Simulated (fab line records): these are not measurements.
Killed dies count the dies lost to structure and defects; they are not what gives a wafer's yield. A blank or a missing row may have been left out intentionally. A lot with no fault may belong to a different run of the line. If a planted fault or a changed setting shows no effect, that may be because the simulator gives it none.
Code-filled problem report in 8D (eight disciplines) form :: flow sky130 :: the parts of the form that need people (team, actions taken, sign-off) are left out

## 1. THE PROBLEM
VIA4_HDPCVD_THK at SKY_VIA4_THK_MEAS_01 reads a mean of 2134 nm on 6 wafers of 2 lots; wafers without a fault read 1753 nm with a standard deviation of 17. Relative to the usual mean, that is a shift of +22 standard deviations.
First observed at day 44 00:38: wafer L872.3, on film-metro-02. The record holds 33 wafers of 11 lots with a number at this step. Rule for "out" (also "out of limits"): further than 4 standard deviations from the usual mean. The rest of the wafers with a number are treated as sound.

## 2. WHAT IT IS AND WHAT IT IS NOT
question: which readings at this step
is: VIA4_HDPCVD_THK
is not: -

question: which lots
is: L872, L877
is not: L865, L866, L868, L869, L873, L879, L884, L887, L888

question: which wafers of those lots
is: all that have a number
is not: -

question: read on which gauges
is: film-metro-02
is not: film-metro-03, film-metro-04

question: when
is: from day 44 00:38
is not: up to then (12 sound wafers); but 15 sound wafers of L873, L879, L884, L887, L888 came after

## 3. SUSPECTS, AND WHAT RULES EACH OUT
Counting: a tool at any process step up to the reading remains a suspect when it ran all the lots that are out and ran no sound lot after the first of those.
- the gauge at SKY_VIA4_THK_MEAS_01 has been ruled out. All the wafers that are out were read on film-metro-02, but those of them that SKY_VIA4_HDPCVD_00 has rows for are out there too, on other tools.
- hdpcvd-02 at SKY_VIA4_HDPCVD_00 (deposits SiO2, target thk 1750 nm, time 291.7 s): ruled out as a lasting fault. Following L872 (day 44 00:26), the first lot on it that is out, the sound lots L888 were run on it.
Left after counting: nothing in the record.

## 4. THE CAUSE (what the simulator had put in)
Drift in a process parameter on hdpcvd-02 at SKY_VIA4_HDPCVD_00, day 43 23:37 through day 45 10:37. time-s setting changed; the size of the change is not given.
Counting ruled it out, wrongly: the rule takes a fault to strike every lot that its tool runs from its start on, and this one did not.

## 5. SEQUENCE OF EFFECTS, ordered by route
Each row: a reading where the mean over the struck wafers with a number is more than 3 standard deviations away from the usual. Readings are gone through only where the record gives a usual standard deviation; hours: the median, over the lots, of the time from a lot's start at the first step in this table giving one to that lot's start at this step; sigmas: the change measured in usual standard deviations.
hours: 0
step: SKY_VIA4_HDPCVD_00
reading: run-length-s
usual: 319.6 s
on struck wafers: 383.9
change: +64.3
sigmas: +99 or more

hours: 0
step: SKY_VIA4_THK_MEAS_01
reading: VIA4_HDPCVD_THK
usual: 1753 nm
on struck wafers: 2134
change: +381
sigmas: +22
The process steps in it:
- SKY_VIA4_HDPCVD_00: deposits SiO2, target thk 1750 nm, time 291.7 s.
At these later measuring or inspecting steps, every struck wafer for which the step has a row has a number for every such reading, and none has moved that far: SKY_METAL5_RS_MEAS_05.

## 6. WHAT WOULD HAVE CAUGHT IT SOONER
In this record the first reading out of limits at a measuring or inspecting step was taken at day 44 00:38, 1 hour after the fault began at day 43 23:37.
The tool's own readings at SKY_VIA4_HDPCVD_00 were out on every struck wafer that the step has a row for (run-length-s): an alarm limit on them would have fired on the first of those.
